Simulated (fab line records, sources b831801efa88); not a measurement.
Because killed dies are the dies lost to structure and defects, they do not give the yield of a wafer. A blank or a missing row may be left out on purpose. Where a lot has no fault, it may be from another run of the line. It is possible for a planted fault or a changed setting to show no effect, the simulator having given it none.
Which tool did it? :: flow sky130 :: 24 lots, 72 wafers sampled, at 4 steps of a route of 708

== WHAT THE GAUGES READ, wafer by wafer ==
SKY_METAL1_OVL_MEAS_16. Usual: METAL1_OVL typically reads -1 nm, with standard deviation 4.5.
lot: L074
measured: day 33 02:43
on: overlay-02
METAL1_OVL (nm): -7 -6 -1
flag: 

lot: L075
measured: day 33 16:19
on: overlay-02
METAL1_OVL (nm): 5 -3 -3
flag: 

lot: L076
measured: day 33 18:55
on: overlay-01
METAL1_OVL (nm): -1 2 -1
flag: 

lot: L077
measured: day 33 19:38
on: overlay-01
METAL1_OVL (nm): -3 -1 -3
flag: 

lot: L078
measured: day 34 04:01
on: overlay-01
METAL1_OVL (nm): -4 6 3
flag: 

lot: L079
measured: day 34 18:25
on: overlay-01
METAL1_OVL (nm): 1 1 -7
flag: 

lot: L080
measured: day 35 03:49
on: overlay-02
METAL1_OVL (nm): -11 -5 -12
flag: 

lot: L081
measured: day 35 16:01
on: overlay-01
METAL1_OVL (nm): -6 1 -7
flag: 

lot: L082
measured: day 35 20:19
on: overlay-01
METAL1_OVL (nm): -4 -6 -2
flag: 

lot: L083
measured: day 35 22:49
on: overlay-01
METAL1_OVL (nm): -1 2 5
flag: 

lot: L084
measured: day 36 08:28
on: overlay-01
METAL1_OVL (nm): 1 -2 4
flag: 

lot: L085
measured: day 36 11:49
on: overlay-02
METAL1_OVL (nm): 0 -7 -2
flag: 

lot: L086
measured: day 36 18:34
on: overlay-01
METAL1_OVL (nm): 1 4 0
flag: 

lot: L087
measured: day 37 04:10
on: overlay-01
METAL1_OVL (nm): -5 -2 -3
flag: 

lot: L088
measured: day 37 14:16
on: overlay-02
METAL1_OVL (nm): -5 -2 -1
flag: 

lot: L089
measured: day 37 21:22
on: overlay-01
METAL1_OVL (nm): 3 6 -3
flag: 

lot: L090
measured: day 38 00:19
on: overlay-02
METAL1_OVL (nm): 1 2 1
flag: 

lot: L091
measured: day 38 08:50
on: overlay-01
METAL1_OVL (nm): -5 -7 0
flag: 

lot: L092
measured: day 38 10:22
on: overlay-01
METAL1_OVL (nm): 6 8 3
flag: 

lot: L093
measured: day 38 19:01
on: overlay-02
METAL1_OVL (nm): 8 3 -3
flag: 

lot: L094
measured: day 39 04:22
on: overlay-02
METAL1_OVL (nm): -4 3 4
flag: 

lot: L095
measured: day 39 23:24
on: overlay-02
METAL1_OVL (nm): 1 -1 -2
flag: 

lot: L096
measured: day 40 00:17
on: overlay-01
METAL1_OVL (nm): -5 -5 -10
flag: 

lot: L097
measured: day 40 00:32
on: overlay-02
METAL1_OVL (nm): -2 6 12
flag: 

== WHICH TOOL RAN EACH LOT (tool, then ch and the chambers of the sampled wafers, then the start) ==
lot: L074
SKY_LI_CONTACT_ETCH_15: rie_diel-03 ch 0,1,3, day 29 11:30
SKY_LI_CONTACT_SPUTTER_19: pvd_sputter-01, day 29 11:53
SKY_CONTACT_ETCH_17: rie_diel-04 ch 0,1,2, day 31 21:32

lot: L075
SKY_LI_CONTACT_ETCH_15: rie_diel-01 ch 0,3, day 30 02:14
SKY_LI_CONTACT_SPUTTER_19: pvd_sputter-04, day 30 02:38
SKY_CONTACT_ETCH_17: rie_diel-01 ch 0,1, day 32 11:32

lot: L076
SKY_LI_CONTACT_ETCH_15: rie_diel-03 ch 0,2,3, day 30 03:50
SKY_LI_CONTACT_SPUTTER_19: pvd_sputter-01, day 30 04:13
SKY_CONTACT_ETCH_17: rie_diel-03 ch 1,2, day 32 13:53

lot: L077
SKY_LI_CONTACT_ETCH_15: rie_diel-03 ch 0,2,3, day 30 05:02
SKY_LI_CONTACT_SPUTTER_19: pvd_sputter-01, day 30 05:22
SKY_CONTACT_ETCH_17: rie_diel-03 ch 0,1,3, day 32 15:02

lot: L078
SKY_LI_CONTACT_ETCH_15: rie_diel-02 ch 0,1,2, day 30 15:21
SKY_LI_CONTACT_SPUTTER_19: pvd_sputter-04, day 30 15:46
SKY_CONTACT_ETCH_17: rie_diel-04 ch 0,1,2, day 32 23:17

lot: L079
SKY_LI_CONTACT_ETCH_15: rie_diel-02 ch 0,1, day 31 04:47
SKY_LI_CONTACT_SPUTTER_19: pvd_sputter-02, day 31 05:10
SKY_CONTACT_ETCH_17: rie_diel-01 ch 0,1,3, day 33 13:56

lot: L080
SKY_LI_CONTACT_ETCH_15: rie_diel-02 ch 0,1, day 31 15:05
SKY_LI_CONTACT_SPUTTER_19: pvd_sputter-01, day 31 15:40
SKY_CONTACT_ETCH_17: rie_diel-01 ch 0,2, day 33 23:35

lot: L081
SKY_LI_CONTACT_ETCH_15: rie_diel-01 ch 0,1,2, day 32 02:39
SKY_LI_CONTACT_SPUTTER_19: pvd_sputter-02, day 32 03:02
SKY_CONTACT_ETCH_17: rie_diel-04 ch 0,3, day 34 11:26

lot: L082
SKY_LI_CONTACT_ETCH_15: rie_diel-03 ch 1,2,3, day 32 07:44
SKY_LI_CONTACT_SPUTTER_19: pvd_sputter-02, day 32 08:07
SKY_CONTACT_ETCH_17: rie_diel-04 ch 0,1,2, day 34 16:26

lot: L083
SKY_LI_CONTACT_ETCH_15: rie_diel-02 ch 0,2, day 32 10:56
SKY_LI_CONTACT_SPUTTER_19: pvd_sputter-04, day 32 11:20
SKY_CONTACT_ETCH_17: rie_diel-01 ch 0,1,3, day 34 19:35

lot: L084
SKY_LI_CONTACT_ETCH_15: rie_diel-03 ch 1,2,3, day 32 20:29
SKY_LI_CONTACT_SPUTTER_19: pvd_sputter-04, day 32 20:52
SKY_CONTACT_ETCH_17: rie_diel-04 ch 0,2, day 35 04:32

lot: L085
SKY_LI_CONTACT_ETCH_15: rie_diel-02 ch 0,1,2, day 32 23:56
SKY_LI_CONTACT_SPUTTER_19: pvd_sputter-01, day 33 00:19
SKY_CONTACT_ETCH_17: rie_diel-01 ch 2,3, day 35 07:56

lot: L086
SKY_LI_CONTACT_ETCH_15: rie_diel-02 ch 1,3, day 33 06:44
SKY_LI_CONTACT_SPUTTER_19: pvd_sputter-02, day 33 07:07
SKY_CONTACT_ETCH_17: rie_diel-01 ch 1,2,3, day 35 14:11

lot: L087
SKY_LI_CONTACT_ETCH_15: rie_diel-03 ch 1,2,3, day 33 16:02
SKY_LI_CONTACT_SPUTTER_19: pvd_sputter-01, day 33 16:25
SKY_CONTACT_ETCH_17: rie_diel-03 ch 0,1,3, day 36 00:17

lot: L088
SKY_LI_CONTACT_ETCH_15: rie_diel-03 ch 0,1,3, day 34 03:17
SKY_LI_CONTACT_SPUTTER_19: pvd_sputter-04, day 34 03:40
SKY_CONTACT_ETCH_17: rie_diel-04 ch 2,3, day 36 11:14

lot: L089
SKY_LI_CONTACT_ETCH_15: rie_diel-02 ch 0,1, day 34 09:05
SKY_LI_CONTACT_SPUTTER_19: pvd_sputter-04, day 34 09:28
SKY_CONTACT_ETCH_17: rie_diel-01 ch 1,2, day 36 17:26

lot: L090
SKY_LI_CONTACT_ETCH_15: rie_diel-01 ch 1,2, day 34 12:27
SKY_LI_CONTACT_SPUTTER_19: pvd_sputter-01, day 34 12:50
SKY_CONTACT_ETCH_17: rie_diel-03 ch 2,3, day 36 20:53

lot: L091
SKY_LI_CONTACT_ETCH_15: rie_diel-03 ch 0,2,3, day 34 21:11
SKY_LI_CONTACT_SPUTTER_19: pvd_sputter-04, day 34 21:34
SKY_CONTACT_ETCH_17: rie_diel-04 ch 0,1,2, day 37 04:41

lot: L092
SKY_LI_CONTACT_ETCH_15: rie_diel-02 ch 1,2, day 34 23:48
SKY_LI_CONTACT_SPUTTER_19: pvd_sputter-04, day 35 00:11
SKY_CONTACT_ETCH_17: rie_diel-01 ch 2,3, day 37 07:23

lot: L093
SKY_LI_CONTACT_ETCH_15: rie_diel-02 ch 1,2, day 35 08:30
SKY_LI_CONTACT_SPUTTER_19: pvd_sputter-02, day 35 08:53
SKY_CONTACT_ETCH_17: rie_diel-03 ch 1,3, day 37 16:20

lot: L094
SKY_LI_CONTACT_ETCH_15: rie_diel-01 ch 0,2, day 35 17:38
SKY_LI_CONTACT_SPUTTER_19: pvd_sputter-02, day 35 18:01
SKY_CONTACT_ETCH_17: rie_diel-01 ch 0,2,3, day 38 00:44

lot: L095
SKY_LI_CONTACT_ETCH_15: rie_diel-02 ch 1,3, day 36 15:50
SKY_LI_CONTACT_SPUTTER_19: pvd_sputter-01, day 36 16:13
SKY_CONTACT_ETCH_17: rie_diel-01 ch 1,3, day 38 20:53

lot: L096
SKY_LI_CONTACT_ETCH_15: rie_diel-01 ch 1,2, day 36 16:32
SKY_LI_CONTACT_SPUTTER_19: pvd_sputter-04, day 36 16:55
SKY_CONTACT_ETCH_17: rie_diel-03 ch 0,2, day 38 21:53

lot: L097
SKY_LI_CONTACT_ETCH_15: rie_diel-03 ch 0,2, day 36 16:47
SKY_LI_CONTACT_SPUTTER_19: pvd_sputter-02, day 36 17:10
SKY_CONTACT_ETCH_17: rie_diel-04 ch 0,3, day 38 23:08
- SKY_LI_CONTACT_ETCH_15: etches PSG in C4F8/O2/Ar, stops on Si, target depth 600 nm.
- SKY_LI_CONTACT_SPUTTER_19: material Ti, target thk 20 nm, time 106.37 s.
- SKY_CONTACT_ETCH_17: etches SiO2 in C4F8/O2/Ar, stops on Si3N4, target depth 340 nm.

== WHAT THE TOOLS THEMSELVES READ (means of the sampled wafers that have a number; where no wafer has one, the mark that the record gives instead) ==
SKY_LI_CONTACT_ETCH_15. Usual: bias_w 1200 W, standard deviation 3.7; oes_product_au 0.836 a.u., standard deviation 0.0043.
lot: L074
tool: rie_diel-03
bias_w (W): 1201
oes_product_au (a.u.): 0.836
flag: 

lot: L075
tool: rie_diel-01
bias_w (W): 1198
oes_product_au (a.u.): 0.835
flag: 

lot: L076
tool: rie_diel-03
bias_w (W): 1200
oes_product_au (a.u.): 0.831
flag: 

lot: L077
tool: rie_diel-03
bias_w (W): 1196
oes_product_au (a.u.): 0.836
flag: 

lot: L078
tool: rie_diel-02
bias_w (W): 1201
oes_product_au (a.u.): 0.833
flag: 

lot: L079
tool: rie_diel-02
bias_w (W): 1200
oes_product_au (a.u.): 0.835
flag: 

lot: L080
tool: rie_diel-02
bias_w (W): 1204
oes_product_au (a.u.): 0.836
flag: 

lot: L081
tool: rie_diel-01
bias_w (W): 1195
oes_product_au (a.u.): 0.838
flag: 

lot: L082
tool: rie_diel-03
bias_w (W): 1200
oes_product_au (a.u.): 0.837
flag: 

lot: L083
tool: rie_diel-02
bias_w (W): 1200
oes_product_au (a.u.): 0.838
flag: 

lot: L084
tool: rie_diel-03
bias_w (W): 1202
oes_product_au (a.u.): 0.841
flag: 

lot: L085
tool: rie_diel-02
bias_w (W): 1204
oes_product_au (a.u.): 0.837
flag: 

lot: L086
tool: rie_diel-02
bias_w (W): 1198
oes_product_au (a.u.): 0.836
flag: 

lot: L087
tool: rie_diel-03
bias_w (W): 1202
oes_product_au (a.u.): 0.836
flag: 

lot: L088
tool: rie_diel-03
bias_w (W): 1200
oes_product_au (a.u.): 0.837
flag: 

lot: L089
tool: rie_diel-02
bias_w (W): 1194
oes_product_au (a.u.): 0.834
flag: 

lot: L090
tool: rie_diel-01
bias_w (W): 1201
oes_product_au (a.u.): 0.834
flag: 

lot: L091
tool: rie_diel-03
bias_w (W): 1203
oes_product_au (a.u.): 0.837
flag: 

lot: L092
tool: rie_diel-02
bias_w (W): 1194
oes_product_au (a.u.): 0.836
flag: 

lot: L093
tool: rie_diel-02
bias_w (W): 1198
oes_product_au (a.u.): 0.835
flag: 

lot: L094
tool: rie_diel-01
bias_w (W): 1198
oes_product_au (a.u.): 0.837
flag: 

lot: L095
tool: rie_diel-02
bias_w (W): 1201
oes_product_au (a.u.): 0.837
flag: 

lot: L096
tool: rie_diel-01
bias_w (W): 1197
oes_product_au (a.u.): 0.844
flag: 

lot: L097
tool: rie_diel-03
bias_w (W): 1200
oes_product_au (a.u.): 0.837
flag: 

SKY_LI_CONTACT_SPUTTER_19. Usual: cathode_dc_power_W 2500.0 W, standard deviation 0.49; chamber_pressure_pa 5.000 Pa, standard deviation 0.0091; throttle_valve_pct 30.0 %, standard deviation 1.4.
lot: L074
tool: pvd_sputter-01
cathode_dc_power_W (W): 2500.1
chamber_pressure_pa (Pa): 4.998
throttle_valve_pct (%): 29.6
flag: 

lot: L075
tool: pvd_sputter-04
cathode_dc_power_W (W): 2500.1
chamber_pressure_pa (Pa): 5.006
throttle_valve_pct (%): 30.1
flag: 

lot: L076
tool: pvd_sputter-01
cathode_dc_power_W (W): 2499.9
chamber_pressure_pa (Pa): 4.995
throttle_valve_pct (%): 28.6
flag: 

lot: L077
tool: pvd_sputter-01
cathode_dc_power_W (W): 2500.0
chamber_pressure_pa (Pa): 4.996
throttle_valve_pct (%): 28.9
flag: 

lot: L078
tool: pvd_sputter-04
cathode_dc_power_W (W): 2499.9
chamber_pressure_pa (Pa): 5.006
throttle_valve_pct (%): 29.7
flag: 

lot: L079
tool: pvd_sputter-02
cathode_dc_power_W (W): 2499.4
chamber_pressure_pa (Pa): 5.007
throttle_valve_pct (%): 29.7
flag: 

lot: L080
tool: pvd_sputter-01
cathode_dc_power_W (W): 2500.2
chamber_pressure_pa (Pa): 5.003
throttle_valve_pct (%): 31.3
flag: 

lot: L081
tool: pvd_sputter-02
cathode_dc_power_W (W): 2499.7
chamber_pressure_pa (Pa): 5.006
throttle_valve_pct (%): 29.6
flag: 

lot: L082
tool: pvd_sputter-02
cathode_dc_power_W (W): 2499.8
chamber_pressure_pa (Pa): 5.000
throttle_valve_pct (%): 31.0
flag: 

lot: L083
tool: pvd_sputter-04
cathode_dc_power_W (W): 2499.8
chamber_pressure_pa (Pa): 5.002
throttle_valve_pct (%): 29.9
flag: 

lot: L084
tool: pvd_sputter-04
cathode_dc_power_W (W): 2500.3
chamber_pressure_pa (Pa): 4.994
throttle_valve_pct (%): 29.8
flag: 

lot: L085
tool: pvd_sputter-01
cathode_dc_power_W (W): 2500.0
chamber_pressure_pa (Pa): 4.993
throttle_valve_pct (%): 28.9
flag: 

lot: L086
tool: pvd_sputter-02
cathode_dc_power_W (W): 2500.0
chamber_pressure_pa (Pa): 5.005
throttle_valve_pct (%): 31.3
flag: 

lot: L087
tool: pvd_sputter-01
cathode_dc_power_W (W): 2500.2
chamber_pressure_pa (Pa): 5.004
throttle_valve_pct (%): 30.2
flag: 

lot: L088
tool: pvd_sputter-04
cathode_dc_power_W (W): 2499.9
chamber_pressure_pa (Pa): 4.995
throttle_valve_pct (%): 29.6
flag: 

lot: L089
tool: pvd_sputter-04
cathode_dc_power_W (W): 2499.6
chamber_pressure_pa (Pa): 4.998
throttle_valve_pct (%): 30.5
flag: 

lot: L090
tool: pvd_sputter-01
cathode_dc_power_W (W): 2499.7
chamber_pressure_pa (Pa): 5.007
throttle_valve_pct (%): 30.8
flag: 

lot: L091
tool: pvd_sputter-04
cathode_dc_power_W (W): 2499.7
chamber_pressure_pa (Pa): 4.995
throttle_valve_pct (%): 29.9
flag: 

lot: L092
tool: pvd_sputter-04
cathode_dc_power_W (W): 2500.1
chamber_pressure_pa (Pa): 5.000
throttle_valve_pct (%): 29.7
flag: 

lot: L093
tool: pvd_sputter-02
cathode_dc_power_W (W): 2499.4
chamber_pressure_pa (Pa): 4.990
throttle_valve_pct (%): 30.1
flag: 

lot: L094
tool: pvd_sputter-02
cathode_dc_power_W (W): 2500.3
chamber_pressure_pa (Pa): 4.999
throttle_valve_pct (%): 29.7
flag: 

lot: L095
tool: pvd_sputter-01
cathode_dc_power_W (W): 2500.5
chamber_pressure_pa (Pa): 5.005
throttle_valve_pct (%): 29.6
flag: 

lot: L096
tool: pvd_sputter-04
cathode_dc_power_W (W): 2499.8
chamber_pressure_pa (Pa): 5.007
throttle_valve_pct (%): 28.9
flag: 

lot: L097
tool: pvd_sputter-02
cathode_dc_power_W (W): 2499.4
chamber_pressure_pa (Pa): 5.001
throttle_valve_pct (%): 29.9
flag: 

SKY_CONTACT_ETCH_17. Usual: bias_w 1200 W, standard deviation 4.3; oes_product_au 0.891 a.u., standard deviation 0.0054.
lot: L074
tool: rie_diel-04
bias_w (W): 1195
oes_product_au (a.u.): 0.892
flag: 

lot: L075
tool: rie_diel-01
bias_w (W): 1199
oes_product_au (a.u.): 0.893
flag: 

lot: L076
tool: rie_diel-03
bias_w (W): 1196
oes_product_au (a.u.): 0.893
flag: 

lot: L077
tool: rie_diel-03
bias_w (W): 1197
oes_product_au (a.u.): 0.891
flag: 

lot: L078
tool: rie_diel-04
bias_w (W): 1203
oes_product_au (a.u.): 0.901
flag: 

lot: L079
tool: rie_diel-01
bias_w (W): 1199
oes_product_au (a.u.): 0.889
flag: 

lot: L080
tool: rie_diel-01
bias_w (W): 1200
oes_product_au (a.u.): 0.885
flag: 

lot: L081
tool: rie_diel-04
bias_w (W): 1204
oes_product_au (a.u.): 0.884
flag: 

lot: L082
tool: rie_diel-04
bias_w (W): 1198
oes_product_au (a.u.): 0.896
flag: 

lot: L083
tool: rie_diel-01
bias_w (W): 1196
oes_product_au (a.u.): 0.898
flag: 

lot: L084
tool: rie_diel-04
bias_w (W): 1198
oes_product_au (a.u.): 0.891
flag: 

lot: L085
tool: rie_diel-01
bias_w (W): 1198
oes_product_au (a.u.): 0.893
flag: 

lot: L086
tool: rie_diel-01
bias_w (W): 1199
oes_product_au (a.u.): 0.889
flag: 

lot: L087
tool: rie_diel-03
bias_w (W): 1200
oes_product_au (a.u.): 0.889
flag: 

lot: L088
tool: rie_diel-04
bias_w (W): 1199
oes_product_au (a.u.): 0.893
flag: 

lot: L089
tool: rie_diel-01
bias_w (W): 1202
oes_product_au (a.u.): 0.893
flag: 

lot: L090
tool: rie_diel-03
bias_w (W): 1203
oes_product_au (a.u.): 0.897
flag: 

lot: L091
tool: rie_diel-04
bias_w (W): 1200
oes_product_au (a.u.): 0.893
flag: 

lot: L092
tool: rie_diel-01
bias_w (W): 1201
oes_product_au (a.u.): 0.886
flag: 

lot: L093
tool: rie_diel-03
bias_w (W): 1198
oes_product_au (a.u.): 0.895
flag: 

lot: L094
tool: rie_diel-01
bias_w (W): 1200
oes_product_au (a.u.): 0.891
flag: 

lot: L095
tool: rie_diel-01
bias_w (W): 1201
oes_product_au (a.u.): 0.887
flag: 

lot: L096
tool: rie_diel-03
bias_w (W): 1202
oes_product_au (a.u.): 0.893
flag: 

lot: L097
tool: rie_diel-04
bias_w (W): 1198
oes_product_au (a.u.): 0.894
flag: 

== THE ANSWER, worked out from the rows above alone ==
Rule: a lot counts as off when the mean over its wafers that have a number is more than 3 standard deviations away from the usual mean. Also off: a lot with no number at a reading for which 4 or more lots have one. The other lots that the step has rows for count as sound. Order of review: gauges by route order, followed by the tools' own readings, for which a lot's mean as printed above is used. The first step at which some lot is off is used, and at that step the reading that is off furthest; a lot without a number counts as furthest.
No lot is off on any of the readings shown, so nothing can be concluded from this.

== WHAT THE SIMULATOR HAD INSERTED ==
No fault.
